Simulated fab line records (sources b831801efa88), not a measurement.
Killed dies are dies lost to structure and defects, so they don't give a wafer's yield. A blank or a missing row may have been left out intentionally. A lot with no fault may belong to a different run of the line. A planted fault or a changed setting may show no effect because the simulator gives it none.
Which tool was responsible? / flow sky130 / 15 lots, 45 wafers sampled, at 6 steps of a route of 708

== WHAT THE GAUGES READ, wafer by wafer ==
SKY_VT_ADJUST_LVTN_TW_MEAS_21.
lot=L493; measured=day 7 11:53; on=film metro-01; VT_ADJUST_LVTN_2_TW=190.4 189.5 189.8
lot=L495; measured=day 9 03:08; on=film metro-04; VT_ADJUST_LVTN_2_TW=190.4 190.9 190.3
lot=L498; measured=day 9 17:04; on=film metro-04; VT_ADJUST_LVTN_2_TW=188.4 190.8 189.1
lot=L497; measured=day 9 19:09; on=film metro-04; VT_ADJUST_LVTN_2_TW=189.5 190.3 190.3
lot=L499; measured=day 9 22:20; on=film metro-01; VT_ADJUST_LVTN_2_TW=188.6 189.1 189.5
lot=L500; measured=day 9 23:10; on=film metro-02; VT_ADJUST_LVTN_2_TW=186.7 186.5 186.5
lot=L501; measured=day 10 03:23; on=film metro-02; VT_ADJUST_LVTN_2_TW=187.9 188.7 188.9
lot=L502; measured=day 10 05:20; on=film metro-04; VT_ADJUST_LVTN_2_TW=191.3 190.0 190.8
lot=L504; measured=day 10 18:25; on=film metro-02; VT_ADJUST_LVTN_2_TW=190.0 188.3 189.0
lot=L509; measured=day 12 02:57; on=film metro-04; VT_ADJUST_LVTN_2_TW=30.5 30.2 30.3
lot=L510; measured=day 12 10:44; on=film metro-02; VT_ADJUST_LVTN_2_TW=30.1 30.1 29.6
lot=L511; measured=day 13 13:47; on=film metro-02; VT_ADJUST_LVTN_2_TW=30.0 30.0 29.8
lot=L512; measured=day 13 21:52; on=film metro-02; VT_ADJUST_LVTN_2_TW=187.2 187.1 188.1
lot=L515; measured=day 14 01:38; on=film metro-02; VT_ADJUST_LVTN_2_TW=188.0 187.5 187.9
lot=L516; measured=day 14 11:50; on=film metro-04; VT_ADJUST_LVTN_2_TW=190.9 191.8 191.2

SKY_VT_ADJUST_NCORE_OVL_MEAS_08.
lot=L493; measured=day 8 07:39; on=overlay-01; VT_ADJUST_NCORE_OVL (nm)=0.5 -0.3 -0.6
lot=L495; measured=day 10 00:10; on=overlay-01; VT_ADJUST_NCORE_OVL (nm)=-1.4 -2.7 -3.5
lot=L498; measured=day 10 15:51; on=overlay-01; VT_ADJUST_NCORE_OVL (nm)=-1.9 -1.5 -0.1
lot=L497; measured=day 10 17:28; on=overlay-01; VT_ADJUST_NCORE_OVL (nm)=-1.7 -1.7 -1.9
lot=L499; measured=day 10 20:55; on=overlay-02; VT_ADJUST_NCORE_OVL (nm)=-2.1 0.3 -0.3
lot=L500; measured=day 10 21:45; on=overlay-01; VT_ADJUST_NCORE_OVL (nm)=0.9 -0.2 -0.3
lot=L501; measured=day 11 02:37; on=overlay-01; VT_ADJUST_NCORE_OVL (nm)=-0.9 1.6 0.5
lot=L502; measured=day 11 03:55; on=overlay-02; VT_ADJUST_NCORE_OVL (nm)=0.5 0.9 0.3
lot=L504; measured=day 11 17:16; on=overlay-02; VT_ADJUST_NCORE_OVL (nm)=-0.2 -1.3 -1.6
lot=L509; measured=day 13 03:47; on=overlay-01; VT_ADJUST_NCORE_OVL (nm)=-2.5 0.5 -1.7
lot=L510; measured=day 13 12:10; on=overlay-02; VT_ADJUST_NCORE_OVL (nm)=-0.7 -1.6 0.2
lot=L511; measured=day 14 16:14; on=overlay-01; VT_ADJUST_NCORE_OVL (nm)=-1.6 -1.5 -2.6
lot=L512; measured=day 15 00:03; on=overlay-01; VT_ADJUST_NCORE_OVL (nm)=-0.9 -0.9 -0.6
lot=L515; measured=day 15 04:08; on=overlay-01; VT_ADJUST_NCORE_OVL (nm)=0.2 1.4 0.1
lot=L516; measured=day 15 14:27; on=overlay-01; VT_ADJUST_NCORE_OVL (nm)=1.2 1.9 2.4

SKY_SONOS_TUNNEL_OVL_MEAS_08.
lot=L493; measured=day 11 01:51; on=overlay-01; SONOS_TUNNEL_OVL (nm)=-0.1 0.7 -0.7
lot=L495; measured=day 12 22:25; on=overlay-02; SONOS_TUNNEL_OVL (nm)=-0.2 0.6 -0.7
lot=L498; measured=day 13 17:00; on=overlay-02; SONOS_TUNNEL_OVL (nm)=-0.5 -0.8 0.3
lot=L497; measured=day 13 19:55; on=overlay-02; SONOS_TUNNEL_OVL (nm)=-0.6 1.0 -1.0
lot=L499; measured=day 13 22:48; on=overlay-01; SONOS_TUNNEL_OVL (nm)=1.2 1.5 1.2
lot=L500; measured=day 14 00:12; on=overlay-01; SONOS_TUNNEL_OVL (nm)=-1.0 -0.3 -0.5
lot=L501; measured=day 14 05:24; on=overlay-01; SONOS_TUNNEL_OVL (nm)=-1.5 0.8 -0.5
lot=L502; measured=day 14 06:57; on=overlay-02; SONOS_TUNNEL_OVL (nm)=-0.4 0.0 0.1
lot=L504; measured=day 14 22:12; on=overlay-02; SONOS_TUNNEL_OVL (nm)=-0.9 -1.0 -1.8
lot=L509; measured=day 16 12:27; on=overlay-02; SONOS_TUNNEL_OVL (nm)=1.5 1.0 1.6
lot=L510; measured=day 16 20:17; on=overlay-01; SONOS_TUNNEL_OVL (nm)=0.1 1.9 1.4
lot=L511; measured=day 18 02:43; on=overlay-02; SONOS_TUNNEL_OVL (nm)=2.5 1.5 2.9
lot=L512; measured=day 18 10:15; on=overlay-02; SONOS_TUNNEL_OVL (nm)=-0.9 1.0 0.7
lot=L515; measured=day 18 15:37; on=overlay-01; SONOS_TUNNEL_OVL (nm)=-1.4 0.0 -0.5
lot=L516; measured=day 19 03:43; on=overlay-02; SONOS_TUNNEL_OVL (nm)=2.2 -0.4 1.1

SKY_GATE_OXIDE_THK_MEAS_02.
lot=L493; measured=day 12 08:53; on=film metro-04; GATE_OXIDE_OXIDATION_00_THK (nm)=10.33 10.29 10.27
lot=L495; measured=day 14 07:25; on=film metro-03; GATE_OXIDE_OXIDATION_00_THK (nm)=9.74 9.99 10.07
lot=L498; measured=day 15 04:28; on=film metro-03; GATE_OXIDE_OXIDATION_00_THK (nm)=10.23 10.06 10.10
lot=L497; measured=day 15 07:24; on=film metro-02; GATE_OXIDE_OXIDATION_00_THK (nm)=10.48 10.26 10.25
lot=L499; measured=day 15 11:20; on=film metro-02; GATE_OXIDE_OXIDATION_00_THK (nm)=10.29 10.12 10.30
lot=L500; measured=day 15 11:20; on=film metro-03; GATE_OXIDE_OXIDATION_00_THK (nm)=10.18 10.15 10.13
lot=L501; measured=day 15 18:11; on=film metro-02; GATE_OXIDE_OXIDATION_00_THK (nm)=10.50 10.62 10.44
lot=L502; measured=day 15 18:10; on=film metro-03; GATE_OXIDE_OXIDATION_00_THK (nm)=10.45 10.49 10.30
lot=L504; measured=day 16 11:05; on=film metro-04; GATE_OXIDE_OXIDATION_00_THK (nm)=10.36 10.24 10.22
lot=L509; measured=day 18 01:34; on=film metro-04; GATE_OXIDE_OXIDATION_00_THK (nm)=10.15 10.11 10.02
lot=L510; measured=day 18 11:35; on=film metro-02; GATE_OXIDE_OXIDATION_00_THK (nm)=10.11 9.94 10.07
lot=L511; measured=day 19 16:46; on=film metro-03; GATE_OXIDE_OXIDATION_00_THK (nm)=10.23 10.19 10.06
lot=L512; measured=day 20 01:29; on=film metro-02; GATE_OXIDE_OXIDATION_00_THK (nm)=10.31 10.44 10.45
lot=L515; measured=day 20 10:03; on=film metro-02; GATE_OXIDE_OXIDATION_00_THK (nm)=10.44 10.28 10.34
lot=L516; measured=day 20 17:02; on=film metro-04; GATE_OXIDE_OXIDATION_00_THK (nm)=10.34 10.24 10.43

== WHAT TOOL EACH LOT RAN ON (gives the tool, then ch and the chambers of the sampled wafers, and finally the start) ==
lot=L493; SKY_VT_ADJUST_LVTN_STRIP_09=plasma asher-03 ch 0, day 6 16:46; SKY_VT_ADJUST_LVTN_STRIP_20=plasma asher-01 ch 0,1, day 7 11:47
lot=L495; SKY_VT_ADJUST_LVTN_STRIP_09=plasma asher-01 ch 0,1, day 8 06:35; SKY_VT_ADJUST_LVTN_STRIP_20=plasma asher-01 ch 0,1, day 9 03:01
lot=L498; SKY_VT_ADJUST_LVTN_STRIP_09=plasma asher-03 ch 0,1, day 8 19:22; SKY_VT_ADJUST_LVTN_STRIP_20=plasma asher-02 ch 0,1, day 9 16:58
lot=L497; SKY_VT_ADJUST_LVTN_STRIP_09=plasma asher-01 ch 0,1, day 8 21:39; SKY_VT_ADJUST_LVTN_STRIP_20=plasma asher-01 ch 0,1, day 9 19:04
lot=L499; SKY_VT_ADJUST_LVTN_STRIP_09=plasma asher-02 ch 0,1, day 9 01:04; SKY_VT_ADJUST_LVTN_STRIP_20=plasma asher-02 ch 0,1, day 9 22:14
lot=L500; SKY_VT_ADJUST_LVTN_STRIP_09=plasma asher-02 ch 0,1, day 9 01:41; SKY_VT_ADJUST_LVTN_STRIP_20=plasma asher-01 ch 0,1, day 9 23:04
lot=L501; SKY_VT_ADJUST_LVTN_STRIP_09=plasma asher-03 ch 0,1, day 9 05:13; SKY_VT_ADJUST_LVTN_STRIP_20=plasma asher-02 ch 1, day 10 03:16
lot=L502; SKY_VT_ADJUST_LVTN_STRIP_09=plasma asher-02 ch 0,1, day 9 07:02; SKY_VT_ADJUST_LVTN_STRIP_20=plasma asher-03 ch 0,1, day 10 05:14
lot=L504; SKY_VT_ADJUST_LVTN_STRIP_09=plasma asher-01 ch 0,1, day 9 19:43; SKY_VT_ADJUST_LVTN_STRIP_20=plasma asher-01 ch 0,1, day 10 18:19
lot=L509; SKY_VT_ADJUST_LVTN_STRIP_09=plasma asher-03 ch 0,1, day 11 03:42; SKY_VT_ADJUST_LVTN_STRIP_20=plasma asher-01 ch 0,1, day 12 02:51
lot=L510; SKY_VT_ADJUST_LVTN_STRIP_09=plasma asher-03 ch 0,1, day 11 10:46; SKY_VT_ADJUST_LVTN_STRIP_20=plasma asher-03 ch 0,1, day 12 10:38
lot=L511; SKY_VT_ADJUST_LVTN_STRIP_09=plasma asher-01 ch 0,1, day 12 12:51; SKY_VT_ADJUST_LVTN_STRIP_20=plasma asher-02 ch 0,1, day 13 13:42
lot=L512; SKY_VT_ADJUST_LVTN_STRIP_09=plasma asher-01 ch 0,1, day 12 19:59; SKY_VT_ADJUST_LVTN_STRIP_20=plasma asher-03 ch 0,1, day 13 21:46
lot=L515; SKY_VT_ADJUST_LVTN_STRIP_09=plasma asher-03 ch 0,1, day 13 00:09; SKY_VT_ADJUST_LVTN_STRIP_20=plasma asher-02 ch 0,1, day 14 01:33
lot=L516; SKY_VT_ADJUST_LVTN_STRIP_09=plasma asher-01 ch 0,1, day 13 09:52; SKY_VT_ADJUST_LVTN_STRIP_20=plasma asher-03 ch 0,1, day 14 11:43
- SKY_VT_ADJUST_LVTN_STRIP_09: strips in O2/N2.
- SKY_VT_ADJUST_LVTN_STRIP_20: strips in O2/N2.

== AS READ BY THE TOOLS THEMSELVES (means over the sampled wafers that have a number; for cases with no such wafer, the mark the record gives instead) ==
SKY_VT_ADJUST_LVTN_STRIP_09.
lot=L493; tool=plasma asher-03; chamber pressure mTorr (mTorr)=1500.5; drypump motor current A (A)=6.21; oes product au (a.u.)=0.718; strip time to endpoint s (s)=36.87
lot=L495; tool=plasma asher-01; chamber pressure mTorr (mTorr)=1500.2; drypump motor current A (A)=5.69; oes product au (a.u.)=0.722; strip time to endpoint s (s)=36.99
lot=L498; tool=plasma asher-03; chamber pressure mTorr (mTorr)=1500.0; drypump motor current A (A)=5.95; oes product au (a.u.)=0.724; strip time to endpoint s (s)=37.01
lot=L497; tool=plasma asher-01; chamber pressure mTorr (mTorr)=1499.5; drypump motor current A (A)=5.77; oes product au (a.u.)=0.720; strip time to endpoint s (s)=36.88
lot=L499; tool=plasma asher-02; chamber pressure mTorr (mTorr)=1499.4; drypump motor current A (A)=5.38; oes product au (a.u.)=0.722; strip time to endpoint s (s)=36.92
lot=L500; tool=plasma asher-02; chamber pressure mTorr (mTorr)=1500.9; drypump motor current A (A)=5.37; oes product au (a.u.)=0.721; strip time to endpoint s (s)=36.95
lot=L501; tool=plasma asher-03; chamber pressure mTorr (mTorr)=1502.0; drypump motor current A (A)=6.06; oes product au (a.u.)=0.718; strip time to endpoint s (s)=37.00
lot=L502; tool=plasma asher-02; chamber pressure mTorr (mTorr)=1500.8; drypump motor current A (A)=5.37; oes product au (a.u.)=0.724; strip time to endpoint s (s)=36.89
lot=L504; tool=plasma asher-01; chamber pressure mTorr (mTorr)=1498.9; drypump motor current A (A)=5.67; oes product au (a.u.)=0.727; strip time to endpoint s (s)=36.94
lot=L509; tool=plasma asher-03; chamber pressure mTorr (mTorr)=-; drypump motor current A (A)=-; oes product au (a.u.)=-; strip time to endpoint s (s)=-
lot=L510; tool=plasma asher-03; chamber pressure mTorr (mTorr)=-; drypump motor current A (A)=-; oes product au (a.u.)=-; strip time to endpoint s (s)=-
lot=L511; tool=plasma asher-01; chamber pressure mTorr (mTorr)=-; drypump motor current A (A)=-; oes product au (a.u.)=-; strip time to endpoint s (s)=-
lot=L512; tool=plasma asher-01; chamber pressure mTorr (mTorr)=1500.2; drypump motor current A (A)=5.69; oes product au (a.u.)=0.724; strip time to endpoint s (s)=37.11
lot=L515; tool=plasma asher-03; chamber pressure mTorr (mTorr)=1498.5; drypump motor current A (A)=6.07; oes product au (a.u.)=0.724; strip time to endpoint s (s)=37.09
lot=L516; tool=plasma asher-01; chamber pressure mTorr (mTorr)=1500.5; drypump motor current A (A)=5.77; oes product au (a.u.)=0.720; strip time to endpoint s (s)=36.88

SKY_VT_ADJUST_LVTN_STRIP_20.
lot=L493; tool=plasma asher-01; chamber pressure mTorr (mTorr)=1500.9; drypump motor current A (A)=5.7; oes product au (a.u.)=0.720; strip time to endpoint s (s)=14.20
lot=L495; tool=plasma asher-01; chamber pressure mTorr (mTorr)=1500.8; drypump motor current A (A)=5.7; oes product au (a.u.)=0.716; strip time to endpoint s (s)=14.13
lot=L498; tool=plasma asher-02; chamber pressure mTorr (mTorr)=1499.1; drypump motor current A (A)=5.6; oes product au (a.u.)=0.718; strip time to endpoint s (s)=14.22
lot=L497; tool=plasma asher-01; chamber pressure mTorr (mTorr)=1500.1; drypump motor current A (A)=5.8; oes product au (a.u.)=0.713; strip time to endpoint s (s)=14.22
lot=L499; tool=plasma asher-02; chamber pressure mTorr (mTorr)=1499.9; drypump motor current A (A)=5.6; oes product au (a.u.)=0.716; strip time to endpoint s (s)=14.18
lot=L500; tool=plasma asher-01; chamber pressure mTorr (mTorr)=1500.6; drypump motor current A (A)=5.7; oes product au (a.u.)=0.716; strip time to endpoint s (s)=14.19
lot=L501; tool=plasma asher-02; chamber pressure mTorr (mTorr)=1501.5; drypump motor current A (A)=5.9; oes product au (a.u.)=0.714; strip time to endpoint s (s)=14.17
lot=L502; tool=plasma asher-03; chamber pressure mTorr (mTorr)=1499.6; drypump motor current A (A)=6.1; oes product au (a.u.)=0.717; strip time to endpoint s (s)=14.16
lot=L504; tool=plasma asher-01; chamber pressure mTorr (mTorr)=1499.5; drypump motor current A (A)=5.7; oes product au (a.u.)=0.713; strip time to endpoint s (s)=14.19
lot=L509; tool=plasma asher-01; chamber pressure mTorr (mTorr)=1499.7; drypump motor current A (A)=5.8; oes product au (a.u.)=0.730; strip time to endpoint s (s)=58.78
lot=L510; tool=plasma asher-03; chamber pressure mTorr (mTorr)=1501.3; drypump motor current A (A)=6.1; oes product au (a.u.)=0.732; strip time to endpoint s (s)=58.79
lot=L511; tool=plasma asher-02; chamber pressure mTorr (mTorr)=1499.6; drypump motor current A (A)=5.4; oes product au (a.u.)=0.733; strip time to endpoint s (s)=58.77
lot=L512; tool=plasma asher-03; chamber pressure mTorr (mTorr)=1499.1; drypump motor current A (A)=5.9; oes product au (a.u.)=0.717; strip time to endpoint s (s)=14.14
lot=L515; tool=plasma asher-02; chamber pressure mTorr (mTorr)=1499.1; drypump motor current A (A)=5.6; oes product au (a.u.)=0.716; strip time to endpoint s (s)=14.13
lot=L516; tool=plasma asher-03; chamber pressure mTorr (mTorr)=1500.7; drypump motor current A (A)=6.1; oes product au (a.u.)=0.716; strip time to endpoint s (s)=14.23

== THE ANSWER, worked out from the rows above alone ==
Rule: the usual values come from the lots themselves. Put in order of their means at a reading, lots are off if they are a third of the lots or fewer, leave a main group of 4 or more, and stand apart from it by a gap of 3 or more times the standard deviation of the main group's means; of several such gaps the widest counts. If all means in a main group match to the digits the tables above print for the reading, that group is not used. Also off: a lot with no number at a reading for which 4 or more lots have one. All remaining lots with rows at the step are treated as sound. First the gauges in route order, then the tools' own readings, where a lot's mean is used as printed above. At the first step where some lot is off, the reading lying furthest off is the one used; lots without a number count as furthest.
Off: L509, L510, L511, seen at SKY_VT_ADJUST_LVTN_TW_MEAS_21 (VT_ADJUST_LVTN_2_TW). The main group: mean 189.2, standard deviation 1.4.
A tool fits if, at a process step before that reading, it ran every lot that is off, and no sound lot after the first of them. The gauges at SKY_VT_ADJUST_LVTN_TW_MEAS_21 aren't tried: what is off there is off at SKY_VT_ADJUST_LVTN_STRIP_09 too, on other tools, and a gauge's error can't cause that. No candidate that was tried fits.

== WHAT HAD BEEN PUT IN BY THE SIMULATOR ==
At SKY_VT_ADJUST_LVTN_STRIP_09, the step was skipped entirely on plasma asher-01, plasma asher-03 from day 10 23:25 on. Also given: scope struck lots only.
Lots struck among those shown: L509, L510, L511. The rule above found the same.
